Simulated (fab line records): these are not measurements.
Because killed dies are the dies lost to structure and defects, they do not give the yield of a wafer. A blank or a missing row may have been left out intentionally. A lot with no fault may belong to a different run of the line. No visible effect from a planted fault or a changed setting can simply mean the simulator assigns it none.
Split-lot trial | flow sfq_line | 5 lots, 23 wafers read, on a route of 325 steps

## ABOUT THE SPLIT
At SFQ_TRILAYER_M3_LITHO_COAT_075 (resist thk 600 nm), the setting spin_rpm was moved away from the recipe's 3000 rpm on 6 of the 23 wafers read, by -5.5% to +3.0%. All remaining wafers had this setting at the recipe value.

## FROM SPLIT TO READING: 1 step shown by the file between the two
- SFQ_TRILAYER_M3_BARC_OPEN_METAL_ETCH_100: etches BARC in O2, target depth 125 nm, time 41.7 s (also split here: time_s)

## THE READING
KrF_of_TRILAYER_M3_LITHO_COAT_075.thk_nm (the simulator's own value, which no gauge read), in nm, at SFQ_TRILAYER_M3_ETCH_METAL_ETCH_078 (etches Nb in Cl2/Ar, stops on SiO2, target depth 240 nm, time 120 s). The file does not state a usual value for it. Across the 17 wafers here that went through the recipe, the average is 377.3 nm and the standard deviation 3.9 nm.

wafer  | tool, chamber at the split | spin_rpm as run, rpm | against the recipe | KrF_of_TRILAYER_M3_LITHO_COAT_075.thk_nm, nm | against lot-mates on the recipe
L078.1 | litho_track-03, 0          | 3000                 | recipe             | 371.8                                        | -
L078.2 | litho_track-03, 0          | 3089                 | +3.0%              | 368.7                                        | -4.4
L078.3 | litho_track-03, 0          | 3089                 | +3.0%              | 363.7                                        | -9.4
L078.5 | litho_track-03, 0          | 3000                 | recipe             | 371.4                                        | -
L078.6 | litho_track-03, 0          | 3000                 | recipe             | 376                                          | -
L080.3 | litho_track-04, 0          | 3000                 | recipe             | 379.6                                        | -
L080.4 | litho_track-04, 0          | 3000                 | recipe             | 377.6                                        | -
L080.5 | litho_track-04, 0          | 3000                 | recipe             | 380.8                                        | -
L082.1 | litho_track-04, 0          | 3000                 | recipe             | 377.2                                        | -
L082.2 | litho_track-04, 0          | 2836                 | -5.5%              | 399.1                                        | +24.3
L082.3 | litho_track-04, 0          | 2836                 | -5.5%              | 401.9                                        | +27.1
L082.5 | litho_track-04, 0          | 3000                 | recipe             | 378.1                                        | -
L082.6 | litho_track-04, 0          | 3000                 | recipe             | 369                                          | -
L083.1 | litho_track-02, 0          | 3081                 | +2.7%              | 369                                          | -9.2
L083.3 | litho_track-02, 0          | 3000                 | recipe             | 379.3                                        | -
L083.4 | litho_track-02, 0          | 3000                 | recipe             | 381                                          | -
L083.5 | litho_track-02, 0          | 3000                 | recipe             | 374.2                                        | -
L083.6 | litho_track-02, 0          | 3081                 | +2.7%              | 366.6                                        | -11.6
L084.1 | litho_track-03, 0          | 3000                 | recipe             | 382.3                                        | -
L084.2 | litho_track-03, 0          | 3000                 | recipe             | 376.4                                        | -
L084.3 | litho_track-03, 0          | 3000                 | recipe             | 375.7                                        | -
L084.4 | litho_track-03, 0          | 3000                 | recipe             | 382.5                                        | -
L084.6 | litho_track-03, 0          | 3000                 | recipe             | 381.3                                        | -

THE FIT
A straight line over all 23 wafers: KrF_of_TRILAYER_M3_LITHO_COAT_075.thk_nm changes by -4.03 nm for each +1% of spin_rpm; r = -0.92; the points scatter about the line by 3.6 nm.
The same after taking each lot's own level away (the mean of its wafers on the recipe; 23 wafers): -4.12 nm for each +1%; r = -0.94; scatter 3.2 nm.
According to that fit, moving spin_rpm by its largest amount changes the reading by 22 nm.
The lots' own levels span 373.07 to 379.64 nm, that is 1.7 times the standard deviation above.
So the lot-to-lot level changes the slope little: the two slopes agree.
Check: with one of the wafers moved furthest among these (-5.5%) left out of the fit, the line predicts +22.7 nm for it against its lot-mates. It came out at +24.3 nm against them.

## THESE WAFERS: OTHER SPLITS
These wafers also went through other splits before the reading. Each is held against what the fit with the lots' levels taken away leaves over:
other split on the same wafers                  | wafers away from the commonest value | r with KrF_of_TRILAYER_M3_LITHO_COAT_075.thk_nm (lot level and that fit taken away)
SFQ_TRILAYER_M2_BARC_OPEN_METAL_ETCH_077 bias_w | 8                                    | -0.03
SFQ_TRILAYER_I2_CMP_CMP_064 leave_above_ref_nm  | 6                                    | +0.26
SFQ_TRILAYER_I2_VIA_LITHO_EXPOSE_068 dose_mj    | 5                                    | +0.14
SFQ_TRILAYER_M3_BARC_OPEN_METAL_ETCH_100 time_s | 11                                   | -0.37

## THE WHOLE CHAIN: every reading that the file lists as answering this split, in the file's order
step                                     | what it does                                                        | reading                                                                                   | change (the file's fit)              | r (the file's)
SFQ_TRILAYER_M3_LITHO_COAT_075           | resist thk 600 nm                                                   | KrF_of_TRILAYER_M3_LITHO_COAT_075.thk_nm (the simulator's own value, which no gauge read) | -3.08 nm for each +1% of the setting | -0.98
SFQ_TRILAYER_M3_BARC_OPEN_METAL_ETCH_100 | etches BARC in O2, target depth 125 nm, time 41.7 s                 | KrF_of_TRILAYER_M3_LITHO_COAT_075.thk_nm (the simulator's own value, which no gauge read) | -3.71 nm for each +1% of the setting | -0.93
SFQ_TRILAYER_M3_ETCH_METAL_ETCH_078      | etches Nb in Cl2/Ar, stops on SiO2, target depth 240 nm, time 120 s | KrF_of_TRILAYER_M3_LITHO_COAT_075.thk_nm (the simulator's own value, which no gauge read) | -4.11 nm for each +1% of the setting | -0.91

## FILE'S OWN FIT
KrF_of_TRILAYER_M3_LITHO_COAT_075.thk_nm changes by -4.11 nm for each +1% of spin_rpm, r = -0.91.
